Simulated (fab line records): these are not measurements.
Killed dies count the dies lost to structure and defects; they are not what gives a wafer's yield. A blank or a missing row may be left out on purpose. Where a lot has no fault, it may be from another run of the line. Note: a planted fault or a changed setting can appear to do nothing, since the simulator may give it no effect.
Which of the tools did it?	flow gf180mcu	18 wafers from 6 lots sampled at 2 of the route's 602 steps

## WHAT EACH GAUGE READ, for each wafer
GF_M1_THK_MEAS_06: measures by xrf.
lot	measured	on	M1_ALCU_THK (nm)
L725	day 16 10:59	film metro-04	455 451 453
L727	day 17 08:13	film metro-04	444 446 453
L729	day 18 05:13	film metro-04	459 454 459
L731	day 19 05:06	film metro-04	446 440 450
L740	day 22 02:23	film metro-04	431 426 438
L744	day 23 11:31	film metro-04	454 457 454

## TOOL THAT RAN EACH LOT (tool first, then ch and the chambers of the sampled wafers, then the start)
lot	GF_M1_SPUTTER_04
L725	pvd sputter-04, day 16 10:50
L727	pvd sputter-01, day 17 08:03
L729	pvd sputter-04, day 18 05:02
L731	pvd sputter-02, day 19 04:56
L740	pvd sputter-02, day 22 02:13
L744	pvd sputter-01, day 23 11:20
- GF_M1_SPUTTER_04: material TiN, target thk 50 nm, time 41.7 s.

## THE ANSWER, worked out from the rows above alone
Rule: what is usual is taken from the lots themselves. The widest of any qualifying gaps counts: lots, ordered by their means at a reading, are off when they make up no more than a third of the lots, leave a main group of 4 or more, and stand apart from it by 3 or more times the standard deviation of that group's means. A main group whose means are all the same, to the digits that the tables above print for the reading, isn't used. Also off: a lot with no number at a reading for which 4 or more lots have one. Where the step has rows for the other lots, those lots are counted as sound.
Off: L740, seen at GF_M1_THK_MEAS_06 (M1_ALCU_THK). Main group: mean 452 nm, sd 4.5.
If a tool, at a process step before that reading, ran all the lots that are off and no sound lot after the first of them, it fits. Gauges at GF_M1_THK_MEAS_06: tried the same way as those tools. One fits: pvd sputter-02 at GF_M1_SPUTTER_04. Its last sound lot is L731 (day 19 04:56), its first lot that is off L740 (day 22 02:13): a fault that began between those two fits.

## WHAT HAD BEEN PUT IN BY THE SIMULATOR
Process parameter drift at GF_M1_SPUTTER_04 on pvd sputter-02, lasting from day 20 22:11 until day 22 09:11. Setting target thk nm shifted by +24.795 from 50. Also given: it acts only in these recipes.
Shown lots that were struck: L740. The same result came from the rule above.
